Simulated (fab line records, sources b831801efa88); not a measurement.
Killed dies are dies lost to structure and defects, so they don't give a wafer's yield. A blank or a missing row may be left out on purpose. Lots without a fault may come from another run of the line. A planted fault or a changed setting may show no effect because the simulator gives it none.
fab line records | flow sky130
record lots=13 wafers=39 last_day=50
route steps=708 shown VT_ADJUST_NCORE@127 SONOS_ONO@169 GATE_OXIDE@189 PAD_OPEN@708
lots that met no fault: from a run of the same line without faults
start_h: hours from the record's first day to the start of the lot's first wafer shown | wait_h: hours since the lot's step before | " the same as in the row above | L1.1+2: a row that stands for several wafers | - no value, or no start given | * or withheld: withheld | < > ~ a bound
route shown NAME@n: a module of which the file shows steps, and the number in the route of the first | usual: mean/standard deviation of fault-free wafers | same: alike in all rows | chamber/n: place in a boat | sites: the reading at each site | _std_site: their standard deviation | _edge_site: outer sites' mean less inner sites' | radius_mm: how far each site lies from the wafer's centre | mask NAME#n: copy n | behind: the tool/chamber that last shaped the wafer | hold: why the lot was held/for how many hours/how that ended | device: the transistor (n, p or np) that didn't switch | end of line: the same wafers' tests at the end of the route | a step without rows: its recipe alone | killed: dies lost to structure and defects at the first sort, not the wafer's yield | map: a wafer's dies, x killed, . not, _ none there
set.NAME: the setting as run; set.NAME@STEP: as run at that earlier step | model.NAME: the simulator's own value behind a step, which no gauge read
steps of the route over a sample of lots; a table a step, a row a wafer
services: from which hour (start_h, from the record's first day; less than 0 if before it) a tool's chamber was out of use, for how many hours, and why
## steps
# step SKY_VT_ADJUST_NCORE_OVL_MEAS_08
# usual VT_ADJUST_NCORE_OVL=0.6/2
# columns lot.wafer tool chamber start_h wait_h VT_ADJUST_NCORE_OVL[nm]
L888.2 overlay-02 - 192.29 0.1 -2.0
L888.4 " - " " 0.3
L888.5 " - " " -1.4
L892.2 overlay-01 - 233.69 0.1 -2.3
L892.4 " - " " -0.6
L892.6 " - " " 0.6
L894.2 overlay-02 - 241.97 0.1 -0.2
L894.3 " - " " -1.9
L894.6 " - " " -1.0
L895.1 overlay-01 - 242.26 0.1 0.3
L895.3 " - " " -1.1
L895.6 " - " " 0.6
L896.2 overlay-02 - 253.22 0.1 -0.5
L896.3 " - " " 1.6
L896.4 " - " " -0.7
L897.1 overlay-01 - 261.90 0.1 4.1
L897.2 " - " " 2.6
L897.5 " - " " 0.3
L899.3 overlay-02 - 276.35 0.1 -0.7
L899.5 " - " " -1.6
L899.6 " - " " -1.9
L900.1 overlay-02 - 278.63 0.1 0.4
L900.2 " - " " 1.0
L900.4 " - " " 0.6
L901.2 overlay-01 - 281.32 0.1 -3.5
L901.3 " - " " -2.7
L901.6 " - " " -1.2
L902.1 overlay-02 - 286.59 0.1 4.4
L902.4 " - " " 1.0
L902.5 " - " " 1.2
L906.2 overlay-01 - 316.96 0.1 3.7
L906.5 " - " " 1.3
L906.6 " - " " 2.1
L907.1 overlay-01 - 327.45 0.1 3.4
L907.2 " - " " 3.3
L907.4 " - " " 1.4
L910.2 overlay-01 - 344.61 0.1 -1.6
L910.5 " - " " -2.3
L910.6 " - " " 0.5
# step SKY_SONOS_ONO_THK_MEAS_01
# recipe reads=SiO2_of_SONOS_ONO_OXIDATION_00
# usual SONOS_ONO_OXIDATION_THK=2.61/0.05
# columns lot.wafer tool chamber start_h wait_h SONOS_ONO_OXIDATION_THK[nm]
L888.2 film_metro-04 - 264.96 0.0 2.57
L888.4 " - " " 2.66
L888.5 " - " " 2.49
L892.2 film_metro-04 - 307.99 0.0 2.68
L892.4 " - " " 2.70
L892.6 " - " " 2.63
L895.1 film_metro-02 - 317.21 0.0 2.59
L895.3 " - " " 2.63
L895.6 " - " " 2.54
L894.2 film_metro-03 - 317.22 0.0 2.64
L894.3 " - " " 2.63
L894.6 " - " " 2.65
L896.2 film_metro-04 - 328.33 0.0 2.56
L896.3 " - " " 2.61
L896.4 " - " " 2.57
L897.1 film_metro-02 - 338.18 0.0 2.64
L897.2 " - " " 2.60
L897.5 " - " " 2.61
L899.3 film_metro-03 - 354.47 0.0 2.63
L899.5 " - " " 2.66
L899.6 " - " " 2.58
L900.1 film_metro-03 - 360.06 0.0 2.61
L900.2 " - " " 2.57
L900.4 " - " " 2.67
L901.2 film_metro-03 - 362.81 0.0 2.59
L901.3 " - " " 2.59
L901.6 " - " " 2.62
L902.1 film_metro-03 - 370.23 0.0 2.63
L902.4 " - " " 2.57
L902.5 " - " " 2.57
L906.2 film_metro-02 - 401.11 0.0 2.58
L906.5 " - " " 2.62
L906.6 " - " " 2.57
L907.1 film_metro-04 - 413.89 0.0 2.70
L907.2 " - " " 2.67
L907.4 " - " " 2.65
L910.2 film_metro-03 - 433.02 0.0 2.58
L910.5 " - " " 2.58
L910.6 " - " " 2.61
# step SKY_SONOS_ONO_ETCH_15
# recipe target_depth_nm=19.52 chemistry=CHF3/O2 source_w=600 bias_w=200 pressure_mtorr=40 chf3_flow_sccm=50 O2_flow_sccm=5 time_s=7.8
# usual O2_flow_sccm=4.997/0.016 bias_w=200.1/0.51 chamber_pressure_mTorr=40.00/0.041 drypump_motor_current_A=5.9/0.37 oes_product_au=0.997/0.0093 throttle_valve_pct=8.824/0.009
# columns lot.wafer tool chamber start_h wait_h O2_flow_sccm bias_w chamber_pressure_mTorr drypump_motor_current_A oes_product_au rf_hours_counter_h throttle_valve_pct
L888.2 rie_diel-01 0 310.77 0.0 5.030 199.5 40.03 6.2 1.001 7 8.823
L888.4 " 2 " " 5.023 200.0 39.98 6.4 1.000 1 8.825
L888.5 " 1 " " 4.979 200.3 39.98 5.6 0.996 - 8.812
L892.2 rie_diel-04 0 337.84 0.0 5.021 200.1 39.97 6.2 1.002 79 8.816
L892.4 " 1 " " 4.980 199.9 40.00 6.0 1.009 111 8.831
L892.6 " 0 " " 4.977 200.7 39.99 6.2 1.000 - 8.819
L895.1 rie_diel-02 0 346.87 0.0 4.986 200.5 40.03 5.3 1.008 1 8.826
L895.3 " 2 " " 5.013 201.8 40.04 5.5 1.004 35 8.824
L895.6 " 3 " " 5.013 199.6 40.03 5.4 1.000 - 8.813
L894.2 rie_diel-01 1 346.99 0.0 4.992 200.3 39.97 5.5 0.997 4 8.822
L894.3 " 0 " " 4.994 199.7 40.06 6.2 1.012 8 8.817
L894.6 " 3 " " 5.005 200.7 39.96 6.1 1.013 - 8.828
L896.2 rie_diel-04 0 359.37 0.0 5.002 200.5 40.01 6.2 0.999 79 8.822
L896.3 " 3 " " 4.980 199.1 39.92 5.4 1.023 1 8.825
L896.4 " 1 " " 4.985 200.6 40.05 6.0 0.995 111 8.827
L897.1 rie_diel-04 2 369.85 0.0 4.985 199.6 40.07 6.1 0.971 12 8.816
L897.2 " 0 " " 4.994 199.3 40.03 6.1 0.989 79 8.827
L897.5 " 0 " " 4.985 200.3 40.04 6.2 0.990 - 8.818
L899.3 rie_diel-01 1 384.25 0.0 5.001 201.1 39.99 5.6 0.997 5 8.808
L899.5 " 1 " " 4.992 200.6 39.93 5.6 0.989 - 8.824
L899.6 " 2 " " 4.996 199.1 40.05 6.5 0.984 - 8.814
L900.1 rie_diel-02 2 391.05 0.0 5.013 199.5 39.99 5.6 0.984 35 8.818
L900.2 " 0 " " 4.980 200.9 39.98 5.3 1.003 2 8.819
L900.4 " 3 " " 4.997 199.8 39.98 5.4 0.990 40 8.821
L901.2 rie_diel-04 0 393.99 0.0 5.008 200.2 40.07 6.2 0.987 80 8.820
L901.3 " 2 " " 5.009 200.0 39.98 6.1 0.987 12 8.808
L901.6 " 3 " " 4.971 199.5 39.95 5.4 1.011 - 8.834
L902.1 rie_diel-01 1 401.99 0.0 5.004 200.4 40.04 5.6 0.997 5 8.830
L902.4 " 2 " " 4.970 200.2 40.02 6.5 0.995 3 8.831
L902.5 " 0 " " 4.971 199.4 39.94 6.2 0.996 - 8.830
L906.2 rie_diel-02 1 436.05 0.0 - - - - - - -
L906.5 " 3 " " - - - - - - -
L906.6 " 1 " " - - - - - - -
L907.1 rie_diel-04 3 449.07 0.0 - - - - - - -
L907.2 " 2 " " - - - - - - -
L907.4 " 0 " " - - - - - - -
L910.2 rie_diel-04 1 467.80 0.0 4.980 199.5 40.01 6.0 0.994 1 8.829
L910.5 " 0 " " 5.013 199.8 39.95 6.2 0.984 - 8.825
L910.6 " 3 " " 5.011 200.1 40.04 5.4 1.003 - 8.835
# step SKY_GATE_OXIDE_THK_MEAS_02
# recipe reads=SiO2_of_GATE_OXIDE_OXIDATION_01
# usual GATE_OXIDE_OXIDATION_00_THK=10.21/0.18
# columns lot.wafer tool chamber start_h wait_h GATE_OXIDE_OXIDATION_00_THK[nm]
L888.2 film_metro-01 - 312.58 0.0 10.22
L888.4 " - " " 10.38
L888.5 " - " " 10.31
L892.2 film_metro-02 - 339.59 0.0 10.43
L892.4 " - " " 10.28
L892.6 " - " " 10.29
L895.1 film_metro-01 - 348.74 0.1 9.83
L895.3 " - " " 9.85
L895.6 " - " " 9.83
L894.2 film_metro-02 - 349.72 0.0 10.11
L894.3 " - " " 10.17
L894.6 " - " " 10.01
L896.2 film_metro-02 - 362.88 0.0 10.48
L896.3 " - " " 10.18
L896.4 " - " " 10.28
L897.1 film_metro-04 - 375.92 0.0 10.27
L897.2 " - " " 10.42
L897.5 " - " " 10.36
L899.3 film_metro-01 - 387.01 0.0 9.93
L899.5 " - " " 10.01
L899.6 " - " " 9.94
L900.1 film_metro-01 - 394.17 0.0 10.28
L900.2 " - " " 10.10
L900.4 " - " " 10.18
L901.2 film_metro-02 - 397.13 0.0 10.28
L901.3 " - " " 10.30
L901.6 " - " " 10.25
L902.1 film_metro-01 - 404.14 0.0 10.08
L902.4 " - " " 10.02
L902.5 " - " " 10.13
L910.2 film_metro-04 - 469.56 0.0 10.22
L910.5 " - " " 10.24
L910.6 " - " " 10.32
# step SKY_PAD_OPEN_PROBE_99
# usual killed_at_M0_to_M3=44/6.6 killed_at_M4_up=3.0/1.9 killed_at_contacts=24/5.1 killed_at_front_end=16/4.6 killed_at_other=0.3/0.59 killed_dies=88/9.5 killed_on_rim=17/3.7 killed_open=48/6.7 killed_short=40/6.1
# same gross_dies=492 killed_at_back_side=0
# columns lot.wafer tool chamber start_h wait_h killed_at_M0_to_M3 killed_at_M4_up killed_at_contacts killed_at_front_end killed_at_other killed_dies killed_on_rim killed_open killed_short
L888.2 prober-01 - 1099.61 0.1 42 2 36 13 0 93 15 56 37
L888.4 prober-01 - 1099.71 0.2 43 4 23 14 1 85 26 42 42
L888.5 prober-01 - 1099.76 0.2 39 2 28 11 2 82 15 41 40
L892.2 prober-02 - 1119.55 0.1 51 4 26 23 0 104 18 62 42
L892.4 prober-02 - 1119.65 0.2 39 4 31 39 0 113 21 64 49
L892.6 prober-02 - 1119.75 0.2 49 5 25 20 0 99 20 49 50
L894.2 prober-02 - 1133.83 0.1 37 4 24 5 1 71 19 38 33
L894.3 prober-02 - 1133.88 0.2 37 1 34 15 0 87 17 51 36
L894.6 prober-02 - 1134.03 0.2 31 4 18 19 0 72 19 39 33
L895.1 prober-01 - 1134.10 0.1 47 0 19 19 2 87 14 45 41
L895.3 prober-01 - 1134.20 0.2 59 2 27 19 1 108 17 53 54
L895.6 prober-01 - 1134.35 0.2 49 3 27 20 1 100 22 50 49
L896.2 prober-01 - 1139.79 0.1 36 6 29 16 0 87 21 48 35
L896.3 prober-01 - 1139.84 0.2 37 4 20 22 0 83 12 49 34
L896.4 prober-01 - 1139.89 0.2 41 4 17 16 0 78 15 37 41
L897.1 prober-01 - 1147.02 0.1 50 2 19 15 0 86 21 48 38
L897.2 prober-01 - 1147.07 0.1 44 4 30 11 0 89 13 49 40
L897.5 prober-01 - 1147.22 0.2 57 2 26 24 0 109 16 53 56
L899.3 prober-01 - 1155.25 0.2 40 5 22 19 1 87 16 55 31
L899.5 prober-01 - 1155.35 0.2 34 3 20 11 0 68 12 37 31
L899.6 prober-01 - 1155.40 0.2 38 2 27 15 0 82 12 45 37
L900.1 prober-02 - 1158.35 0.1 39 0 24 9 0 72 14 41 31
L900.2 prober-02 - 1158.40 0.1 40 1 29 15 0 85 18 51 34
L900.4 prober-02 - 1158.50 0.2 49 3 18 21 0 91 15 53 38
L901.2 prober-01 - 1163.17 0.1 43 1 31 20 0 95 14 54 40
L901.3 prober-01 - 1163.22 0.2 43 4 19 17 1 84 17 43 41
L901.6 prober-01 - 1163.37 0.2 40 6 22 12 3 83 17 31 48
L902.1 prober-02 - 1167.76 0.1 37 4 16 17 0 74 13 38 36
L902.4 prober-02 - 1167.91 0.2 54 6 15 18 0 93 22 51 41
L902.5 prober-02 - 1167.96 0.2 41 3 23 15 1 83 13 40 43
L906.2 prober-02 - 1188.48 0.1 43 3 28 418 0 492 96 57 31
L906.5 prober-02 - 1188.63 0.2 45 2 28 417 0 492 96 43 40
L906.6 prober-02 - 1188.68 0.2 39 2 22 429 0 492 96 38 41
L907.1 prober-02 - 1194.18 0.1 48 5 30 409 0 492 96 53 47
L907.2 prober-02 - 1194.23 0.1 43 1 20 428 0 492 96 46 37
L907.4 prober-02 - 1194.33 0.2 52 4 24 412 0 492 96 54 42
L910.2 prober-02 - 1201.69 0.1 42 0 29 16 0 87 14 39 48
L910.5 prober-02 - 1201.84 0.2 44 2 26 10 0 82 13 47 35
L910.6 prober-02 - 1201.89 0.2 38 3 17 11 1 70 13 37 33
# killed by level:class
L888.2 LI_CONTACT:geometric_particle:open=14 VIA1:geometric_particle:open=10 CONTACT:geometric_particle:open=8 VIA3:geometric_particle:open=8 CONTACT:geometric_particle:short=7 FIELD_ISO:geometric_particle:open=5 METAL1:geometric_particle:short=5 LOCAL_INTERCONNECT:geometric_particle:short=4
L888.4 CONTACT:geometric_particle:open=8 VIA1:geometric_particle:short=8 VIA3:geometric_particle:open=7 LI_CONTACT:geometric_particle:open=6 VIA1:geometric_particle:open=6 FIELD_ISO:geometric_particle:short=4 POLY_GATE:geometric_particle:open=4 CONTACT:geometric_particle:short=4
L888.5 VIA1:geometric_particle:open=12 CONTACT:geometric_particle:open=9 LI_CONTACT:geometric_particle:open=8 VIA1:geometric_particle:short=7 LOCAL_INTERCONNECT:geometric_particle:short=6 POLY_GATE:geometric_particle:short=5 METAL1:geometric_particle:short=5 VIA2:geometric_particle:open=4
L892.2 VIA1:geometric_particle:open=14 CONTACT:geometric_particle:open=13 VIA3:geometric_particle:open=8 POLY_GATE:geometric_particle:open=6 LI_CONTACT:geometric_particle:open=6 VIA2:geometric_particle:open=6 FIELD_ISO:geometric_particle:short=5 POLY_GATE:geometric_particle:short=5
L892.4 FIELD_ISO:geometric_particle:short=15 LI_CONTACT:geometric_particle:open=11 FIELD_ISO:geometric_particle:open=10 VIA3:geometric_particle:open=10 VIA1:geometric_particle:open=10 LOCAL_INTERCONNECT:geometric_particle:short=9 POLY_GATE:geometric_particle:short=7 VIA2:geometric_particle:open=7
L892.6 VIA3:geometric_particle:open=13 VIA2:geometric_particle:open=10 FIELD_ISO:geometric_particle:short=7 CONTACT:geometric_particle:short=7 LOCAL_INTERCONNECT:geometric_particle:short=7 VIA1:geometric_particle:open=6 FIELD_ISO:geometric_particle:open=5 LI_CONTACT:geometric_particle:open=5
L894.2 VIA1:geometric_particle:open=8 VIA3:geometric_particle:open=7 METAL2:geometric_particle:short=6 CONTACT:geometric_particle:open=6 LI_CONTACT:geometric_particle:open=5 LOCAL_INTERCONNECT:geometric_particle:short=5 CONTACT:geometric_particle:short=5 METAL1:geometric_particle:short=3
L894.3 CONTACT:geometric_particle:open=12 LI_CONTACT:geometric_particle:open=10 VIA1:geometric_particle:short=8 VIA1:geometric_particle:open=7 METAL1:geometric_particle:short=7 CONTACT:geometric_particle:short=5 VIA3:geometric_particle:open=5 FIELD_ISO:geometric_particle:short=4
L894.6 VIA1:geometric_particle:open=11 LI_CONTACT:geometric_particle:open=6 FIELD_ISO:geometric_particle:open=5 METAL1:geometric_particle:short=5 LOCAL_INTERCONNECT:geometric_particle:short=4 CONTACT:geometric_particle:open=4 POLY_GATE:geometric_particle:short=3 POLY_CUT:geometric_particle:short=3
L895.1 VIA1:geometric_particle:open=16 POLY_GATE:geometric_particle:open=6 METAL2:geometric_particle:short=6 VIA2:geometric_particle:open=6 POLY_GATE:geometric_particle:short=5 LI_CONTACT:geometric_particle:open=5 LOCAL_INTERCONNECT:geometric_particle:short=5 FIELD_ISO:geometric_particle:short=4
L895.3 METAL2:geometric_particle:short=12 VIA1:geometric_particle:open=11 CONTACT:geometric_particle:open=10 METAL1:geometric_particle:short=9 VIA3:geometric_particle:open=8 LOCAL_INTERCONNECT:geometric_particle:short=7 FIELD_ISO:geometric_particle:open=6 LI_CONTACT:geometric_particle:open=5
L895.6 VIA1:geometric_particle:open=12 LI_CONTACT:geometric_particle:open=8 VIA1:geometric_particle:short=8 CONTACT:geometric_particle:short=7 VIA3:geometric_particle:open=7 METAL2:geometric_particle:short=6 VIA2:geometric_particle:open=6 POLY_GATE:geometric_particle:short=5
L896.2 CONTACT:geometric_particle:open=11 VIA1:geometric_particle:open=9 LI_CONTACT:geometric_particle:open=7 POLY_GATE:geometric_particle:open=6 VIA3:geometric_particle:open=6 CONTACT:geometric_particle:short=5 METAL4:geometric_particle:short=5 FIELD_ISO:geometric_particle:short=4
L896.3 VIA1:geometric_particle:open=10 VIA2:geometric_particle:open=7 LI_CONTACT:geometric_particle:open=6 FIELD_ISO:geometric_particle:short=5 CONTACT:geometric_particle:open=5 VIA3:geometric_particle:open=4 SPACER:geometric_particle:open=4 LOCAL_INTERCONNECT:geometric_particle:short=4
L896.4 VIA1:geometric_particle:open=8 METAL2:geometric_particle:short=8 VIA3:geometric_particle:open=7 CONTACT:geometric_particle:open=6 FIELD_ISO:geometric_particle:short=5 VIA1:geometric_particle:short=5 VIA2:geometric_particle:open=5 LOCAL_INTERCONNECT:geometric_particle:short=4
L897.1 VIA1:geometric_particle:open=9 LI_CONTACT:geometric_particle:open=9 VIA3:geometric_particle:open=8 METAL1:geometric_particle:short=7 FIELD_ISO:geometric_particle:open=6 CONTACT:geometric_particle:open=6 METAL2:geometric_particle:short=6 VIA2:geometric_particle:open=5
L897.2 LI_CONTACT:geometric_particle:open=13 METAL1:geometric_particle:short=9 CONTACT:geometric_particle:open=8 VIA2:geometric_particle:open=7 VIA1:geometric_particle:open=6 VIA3:geometric_particle:open=5 POLY_GATE:geometric_particle:open=4 LOCAL_INTERCONNECT:geometric_particle:short=4
L897.5 VIA1:geometric_particle:open=12 LI_CONTACT:geometric_particle:open=9 VIA1:geometric_particle:short=7 POLY_GATE:geometric_particle:open=6 VIA2:geometric_particle:open=6 VIA3:geometric_particle:short=6 FIELD_ISO:geometric_particle:short=5 LI_CONTACT:geometric_particle:short=5
L899.3 VIA3:geometric_particle:open=13 CONTACT:geometric_particle:open=7 FIELD_ISO:geometric_particle:open=6 LI_CONTACT:geometric_particle:open=6 VIA1:geometric_particle:open=6 FIELD_ISO:geometric_particle:short=5 METAL2:geometric_particle:short=5 CONTACT:geometric_particle:short=4
L899.5 VIA1:geometric_particle:open=8 LOCAL_INTERCONNECT:geometric_particle:short=7 VIA2:geometric_particle:open=6 POLY_GATE:geometric_particle:short=5 CONTACT:geometric_particle:open=5 METAL1:geometric_particle:short=4 METAL2:geometric_particle:short=4 FIELD_ISO:geometric_particle:open=3
L899.6 CONTACT:geometric_particle:open=9 VIA1:geometric_particle:open=7 LOCAL_INTERCONNECT:geometric_particle:short=7 CONTACT:geometric_particle:short=6 FIELD_ISO:geometric_particle:open=5 METAL2:geometric_particle:short=5 VIA2:geometric_particle:short=5 VIA2:geometric_particle:open=4
L900.1 CONTACT:geometric_particle:open=9 VIA1:geometric_particle:open=9 LI_CONTACT:geometric_particle:open=6 VIA2:geometric_particle:open=6 METAL1:geometric_particle:short=5 CONTACT:geometric_particle:short=5 POLY_GATE:geometric_particle:open=4 LOCAL_INTERCONNECT:geometric_particle:short=4
L900.2 CONTACT:geometric_particle:open=15 VIA1:geometric_particle:open=14 LI_CONTACT:geometric_particle:open=6 METAL2:geometric_particle:short=6 FIELD_ISO:geometric_particle:short=5 VIA3:geometric_particle:short=5 FIELD_ISO:geometric_particle:open=4 LOCAL_INTERCONNECT:geometric_particle:short=4
L900.4 VIA1:geometric_particle:open=17 VIA2:geometric_particle:open=8 POLY_GATE:geometric_particle:short=7 LI_CONTACT:geometric_particle:open=6 VIA1:geometric_particle:short=6 POLY_GATE:geometric_particle:open=5 CONTACT:geometric_particle:open=5 VIA3:geometric_particle:open=5
L901.2 VIA1:geometric_particle:open=12 CONTACT:geometric_particle:open=11 LI_CONTACT:geometric_particle:open=8 POLY_GATE:geometric_particle:short=6 VIA2:geometric_particle:open=6 VIA3:geometric_particle:open=5 LOCAL_INTERCONNECT:geometric_particle:short=4 CONTACT:geometric_particle:short=4
L901.3 VIA1:geometric_particle:open=15 VIA3:geometric_particle:open=7 FIELD_ISO:geometric_particle:open=5 METAL2:geometric_particle:short=5 LI_CONTACT:geometric_particle:open=5 VIA1:geometric_particle:short=5 VIA3:geometric_particle:short=5 FIELD_ISO:geometric_particle:short=4
L901.6 METAL2:geometric_particle:short=9 LOCAL_INTERCONNECT:geometric_particle:short=7 VIA2:geometric_particle:open=7 METAL4:geometric_particle:short=6 LI_CONTACT:geometric_particle:open=6 METAL1:geometric_particle:short=6 CONTACT:geometric_particle:open=5 VIA1:geometric_particle:short=5
L902.1 VIA2:geometric_particle:open=7 CONTACT:geometric_particle:open=6 VIA1:geometric_particle:open=6 CONTACT:geometric_particle:short=5 POLY_GATE:geometric_particle:short=4 POLY_GATE:geometric_particle:open=4 VIA2:geometric_particle:short=4 FIELD_ISO:geometric_particle:short=3
L902.4 VIA1:geometric_particle:open=13 CONTACT:geometric_particle:open=7 METAL1:geometric_particle:short=7 METAL2:geometric_particle:short=7 VIA2:geometric_particle:open=7 VIA3:geometric_particle:open=6 FIELD_ISO:geometric_particle:open=5 POLY_GATE:geometric_particle:open=5
L902.5 CONTACT:geometric_particle:open=9 VIA1:geometric_particle:open=9 VIA2:geometric_particle:open=7 POLY_GATE:geometric_particle:short=6 CONTACT:geometric_particle:short=6 VIA1:geometric_particle:short=6 POLY_GATE:geometric_particle:open=5 METAL2:geometric_particle:short=5
L906.2 SONOS_ONO:area_etch=402 LI_CONTACT:geometric_particle:open=15 VIA1:geometric_particle:open=13 CONTACT:geometric_particle:open=8 VIA2:geometric_particle:open=8 VIA1:geometric_particle:short=5 FIELD_ISO:geometric_particle:short=4 VIA2:geometric_particle:short=4
L906.5 SONOS_ONO:area_etch=409 VIA1:geometric_particle:open=10 CONTACT:geometric_particle:short=9 VIA3:geometric_particle:short=8 CONTACT:geometric_particle:open=8 VIA3:geometric_particle:open=8 VIA1:geometric_particle:short=6 LI_CONTACT:geometric_particle:open=5
L906.6 SONOS_ONO:area_etch=413 VIA2:geometric_particle:open=9 METAL2:geometric_particle:short=5 POLY_GATE:geometric_particle:open=5 LI_CONTACT:geometric_particle:open=5 CONTACT:geometric_particle:open=5 VIA1:geometric_particle:open=5 VIA3:geometric_particle:open=5
L907.1 SONOS_ONO:area_etch=391 VIA1:geometric_particle:open=12 VIA2:geometric_particle:open=10 CONTACT:geometric_particle:open=8 METAL2:geometric_particle:short=8 LI_CONTACT:geometric_particle:open=7 VIA1:geometric_particle:short=6 CONTACT:geometric_particle:short=6
L907.2 SONOS_ONO:area_etch=409 VIA1:geometric_particle:open=9 CONTACT:geometric_particle:open=7 LI_CONTACT:geometric_particle:open=6 FIELD_ISO:geometric_particle:open=5 FIELD_ISO:geometric_particle:short=5 METAL1:geometric_particle:short=5 VIA2:geometric_particle:open=5
L907.4 SONOS_ONO:area_etch=396 VIA1:geometric_particle:open=12 LI_CONTACT:geometric_particle:open=10 VIA2:geometric_particle:short=7 POLY_GATE:geometric_particle:open=6 CONTACT:geometric_particle:open=6 VIA2:geometric_particle:open=6 METAL3:geometric_particle:short=6
L910.2 FIELD_ISO:geometric_particle:short=8 METAL1:geometric_particle:short=8 VIA1:geometric_particle:open=8 LI_CONTACT:geometric_particle:short=7 LOCAL_INTERCONNECT:geometric_particle:short=7 VIA2:geometric_particle:open=7 LI_CONTACT:geometric_particle:open=6 VIA3:geometric_particle:open=5
L910.5 VIA1:geometric_particle:open=11 VIA2:geometric_particle:open=7 LI_CONTACT:geometric_particle:open=7 CONTACT:geometric_particle:open=7 VIA1:geometric_particle:short=6 METAL1:geometric_particle:short=5 VIA3:geometric_particle:open=5 LOCAL_INTERCONNECT:geometric_particle:short=4
L910.6 VIA3:geometric_particle:open=9 VIA2:geometric_particle:open=6 CONTACT:geometric_particle:open=6 METAL2:geometric_particle:short=6 LI_CONTACT:geometric_particle:open=5 VIA1:geometric_particle:open=5 LI_CONTACT:geometric_particle:short=4 VIA1:geometric_particle:short=4
## services
# columns tool chamber start_h hours kind
rie_diel-04 1 291.10 6.6 repair
rie_diel-01 - 291.96 0.9 repair
rie_diel-04 - 317.05 1.3 repair
rie_diel-04 - 323.38 2.8 pm
rie_diel-01 0 325.39 8.4 repair
rie_diel-04 - 342.67 0.4 repair
rie_diel-02 1 360.30 2.5 repair
rie_diel-04 1 382.82 - clean
rie_diel-04 1 382.82 15.9 scheduled_down
rie_diel-04 1 382.82 15.9 vent_cycle
rie_diel-02 - 383.35 0.3 repair
rie_diel-01 1 388.99 6.0 repair
rie_diel-04 - 413.72 0.9 repair
rie_diel-02 0 423.21 28.6 repair
rie_diel-01 3 432.06 16.3 repair
## key
first_sign step=SKY_SONOS_ONO_ETCH_15 reading=tool_record direction=missing
effect step=SKY_PAD_OPEN_PROBE_99 reading=killed_at_front_end direction=up sigmas=87 usual=16 struck=419
more_kills_born_at SKY_SONOS_ONO_ETCH_15@rie_diel-02=1224 SKY_SONOS_ONO_ETCH_15@rie_diel-04=1196
met_at SKY_SONOS_ONO_ETCH_15
struck_lots L906,L907
later_rows_left_out L906.2,L906.5,L906.6,L907.1,L907.2,L907.4
tester_left_out L906,L907
not_acting_at SKY_VT_ADJUST_NCORE_OVL_MEAS_08,SKY_SONOS_ONO_THK_MEAS_01,SKY_GATE_OXIDE_THK_MEAS_02
onset_between 393.99 436.05
fault kind=skipped_step_whole tool=rie_diel-02,rie_diel-04 chamber=- onset_h=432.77 steps=SKY_SONOS_ONO_ETCH_15 scope=struck_lots_only
# tester_left_out: of these lots the tester's yield and bins aren't shown, on N5 and GAA mostly nor the transistor test; their killed dies are dies lost to structure and defects alone, not to doping, threshold or leakage, so they don't give the yield
# later_rows_left_out: the simulator's readings of these wafers behind a module that went badly wrong aren't trusted and aren't shown, but for the sort
